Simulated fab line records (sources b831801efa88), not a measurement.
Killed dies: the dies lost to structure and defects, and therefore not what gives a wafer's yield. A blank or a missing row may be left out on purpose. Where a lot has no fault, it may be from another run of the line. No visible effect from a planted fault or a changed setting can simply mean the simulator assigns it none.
A struck lot beside a sound one || flow sfq-line || 14 steps out of a route of 325
Sound: the wafers L665.2, L665.3, L665.5. Struck: wafer L653.2. (L653.3, L653.6 of the same lot were not struck and are left out.) The cause comes at the end.
At each step with rows: each side's tool, then ch and its chambers, then its first start. Under that, the readings that differ: sound wafers || struck wafers || difference of the means || sigmas: that difference in standard deviations of wafers without a fault.
alike: words and numbers the same on both sides, and readings whose means are apart by under 2 such deviations; not compared: readings that were withheld, readings missing a value for some wafer, numbers with overlapping values and no deviation given by the record, and bounds like >300 which may hide the same value.
Wherever a step has rows on one side only, a row that says differs or no value, or a row with sigmas, the two part there. Non-overlapping numbers with no deviation appear without sigmas and do not part them. A reading missing from all wafers of one side parts the sides only when that side holds two or more wafers.

SFQ_TRILAYER_I3_DEP_PECVD_081: deposits SiO2 from SiH4/N2O, time 111.11 s, target thk 500 nm.
  sound on pecvd-04 ch 0,1,2, day 52 00:28; struck on pecvd-04 ch 0, day 39 21:50
  alike: heater-power-w, throttle-valve-pct
  not compared: since-wet-clean-h
SFQ_TRILAYER_I3_CMP_CMP_082: polishes SiO2.
  sound on cmp-01 ch 0,3, day 52 02:19; struck on cmp-02 ch 3, day 40 18:35
  alike: motor-current-A, time-to-endpoint-s
SFQ_I3_BOW_MEAS_922:
  sound: film-metro-01 at day 52 05:20; struck: film-metro-02 at day 40 21:37
{"reading": "I3_BOW (um)", "sound": "19 19 18", "struck": -16, "difference": -35, "sigmas": -3}
SFQ_TRILAYER_I3_METRO_MEASURE_083:
  sound: film-metro-01 at day 52 05:38; struck: film-metro-02 at day 40 21:55
{"reading": "thk-nm (nm)", "sound": "201.4 201.0 200.0", "struck": 197.7, "difference": -3.1, "sigmas": -3}
then, 6 steps without rows for these wafers: SFQ_TRILAYER_I3_VIA_LITHO_COAT_090 (resist thk 62 nm); SFQ_TRILAYER_I3_VIA_LITHO_COAT_085 (resist thk 650 nm); SFQ_TRILAYER_I3_VIA_LITHO_SOFTBAKE_089; SFQ_TRILAYER_I3_VIA_LITHO_EXPOSE_086 (exposes mask I3, target cd 500 nm); SFQ_TRILAYER_I3_VIA_LITHO_PEB_088 (peb time 60 s); SFQ_TRILAYER_I3_VIA_LITHO_DEVELOP_087 (time 60 s).
-- the record jumps here: 6 days lie between the struck wafers' starts before and after --
SFQ_I3_OVL_MEAS_923:
  sound: overlay-01 at day 53 04:23; struck: overlay-02 at day 46 10:11
  alike: I3_OVL
SFQ_TRILAYER_I3_VIA_BARC_OPEN_VIA_ETCH_121: etches BARC in O2, target depth 125 nm, time 41.7 s.
  sound on rie-diel-03 ch 0,1,2, day 53 04:25; struck on rie-diel-03 ch 2, day 46 10:13
  alike: drypump-motor-current-A, oes-product-au, rf-fwd-power-W
  not compared: rf-hours-counter-h
SFQ_TRILAYER_I3_VIA_ETCH_VIA_ETCH_088: etches SiO2 in CHF3, stops on Nb, target depth 260 nm.
  sound on rie-diel-03 ch 0,1,2, day 53 04:27; struck on rie-diel-03 ch 2, day 46 10:15
{"reading": "oes-product-au (a.u.)", "sound": "0.856 0.857 0.860", "struck": 0.842, "difference": -0.016, "sigmas": -3}
{"reading": "rf-fwd-power-W (W)", "sound": "496.3 497.7 499.1", "struck": 419.4, "difference": -78.3, "sigmas": -56}
  alike: drypump-motor-current-A
SFQ_TRILAYER_I3_VIA_STRIP_STRIP_089: strips in O2.
  sound on rie-metal-01 ch 0,1, day 53 04:34; struck on rie-metal-01 ch 1, day 46 10:22
  alike: drypump-motor-current-A, oes-product-au
  not compared: rf-hours-counter-h

WHERE THEY PART
First at SFQ_I3_BOW_MEAS_922; last, within this record, at SFQ_TRILAYER_I3_VIA_ETCH_VIA_ETCH_088. Later steps at which nothing parts them and some readings are alike: SFQ_TRILAYER_I3_VIA_STRIP_STRIP_089.

WHY: what had been put in by the simulator
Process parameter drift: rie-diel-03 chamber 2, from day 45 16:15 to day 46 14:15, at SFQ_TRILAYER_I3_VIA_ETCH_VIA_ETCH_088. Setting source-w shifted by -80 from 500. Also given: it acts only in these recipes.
